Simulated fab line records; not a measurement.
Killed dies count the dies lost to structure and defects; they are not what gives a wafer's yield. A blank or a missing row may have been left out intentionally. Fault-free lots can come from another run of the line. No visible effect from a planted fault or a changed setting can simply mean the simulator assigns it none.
One fault seen from 2 desks | flow gf180mcu | every desk sees just its own numbers, and what lay behind them comes last

## TOOL OWNER'S DESK, implanter-02
GF_DNWELL_IMPLANT_07, tool's own readings: per-lot mean of the sampled wafers with a number, covering each lot this tool ran. Marked OUT: a lot whose mean sits more than 4 standard deviations from the usual mean, which makes it out of limits; the brackets give that distance.
Columns: A = beam_on_s at GF_DNWELL_IMPLANT_07, usual 10.06 s; B = end_station_pressure_torr at GF_DNWELL_IMPLANT_07, usual 5.06e-06 Torr; C = faraday_current_uA at GF_DNWELL_IMPLANT_07, usual 56.1
lot  | first seen here | A     | B                          | C
L570 | day 3 00:26     | 10.20 | 5.17e-06                   | 55.2
L574 | day 3 20:30     | 10.19 | 5.15e-06                   | 55.5
L584 | day 6 03:37     | 10.67 | 5.85e-05 (+99 or more) OUT | 51.0 (-4.6) OUT
L586 | day 6 12:34     | 10.76 | 5.90e-05 (+99 or more) OUT | 50.6 (-5.0) OUT
This desk's finding: out of limits on L584, L586; first on L584, day 6 03:37 (end_station_pressure_torr at GF_DNWELL_IMPLANT_07). L570, L574 stayed within limits.

## THE METROLOGY DESK
Lot by lot, what the gauges showed, no matter which tool ran the lot: averages of those sampled wafers that carry a number. Marked OUT: a lot whose mean sits more than 4 standard deviations from the usual mean, which makes it out of limits; the brackets give that distance.
Columns: A = cd_nm at GF_STI_CD_MEAS_12, usual 219.4 nm; B = DNWELL_TW at GF_DNWELL_TW_MEAS_09, usual 1354; C = NWELL_OVL at GF_NWELL_OVL_MEAS_07, usual -0.5 nm
lot  | first seen here | A     | B               | C
L569 | day 2 01:42     | 221.3 | 1368            | 0.0
L570 | day 2 06:18     | 221.4 | 1350            | -2.7
L574 | day 3 02:49     | 219.8 | 1347            | 0.7
L575 | day 3 09:11     | 219.0 | 1337            | -0.7
L578 | day 4 00:12     | 220.1 | 1354            | -0.8
L584 | day 5 07:12     | 219.4 | 1380            | -0.2
L585 | day 5 11:24     | 219.5 | 1363            | -1.8
L586 | day 5 17:20     | 217.5 | 1413 (+4.5) OUT | 1.5
L587 | day 5 22:10     | 219.0 | 1351            | 0.0
L588 | day 6 03:42     | 220.3 | 1360            | -2.1
L589 | day 6 08:10     | 219.5 | 1359            | -1.4
L591 | day 6 18:33     | 220.7 | 1345            | -1.3
L592 | day 7 00:15     | 217.4 | 1358            | 2.9
Per this desk, out of limits: L586; the first was L586, day 6 12:49 (DNWELL_TW at GF_DNWELL_TW_MEAS_09). L569, L570, L574, L575, L578, L584, L585, L587, L588, L589, L591, L592 stayed within limits.

## PUT TOGETHER
At day 6 03:37, on L584, L586, the tool owner's desk was in a position to raise an alarm.
At day 6 12:49 the metrology desk could have sounded an alarm, on L586.
The metrology desk has L584 on record, within its limits.
The lots listed all ran GF_DNWELL_IMPLANT_07 on implanter-02.

## WHAT THE SIMULATOR PUT IN
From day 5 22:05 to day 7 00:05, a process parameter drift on implanter-02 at GF_DNWELL_IMPLANT_07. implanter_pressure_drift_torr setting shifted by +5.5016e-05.
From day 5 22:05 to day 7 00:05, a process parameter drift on implanter-02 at GF_DNWELL_IMPLANT_07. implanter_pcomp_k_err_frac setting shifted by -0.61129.
Shown lots that were struck: L584, L586.
Hours from the fault's start to each desk's first reading out of limits: the tool owner's desk, 6; the metrology desk, 15.
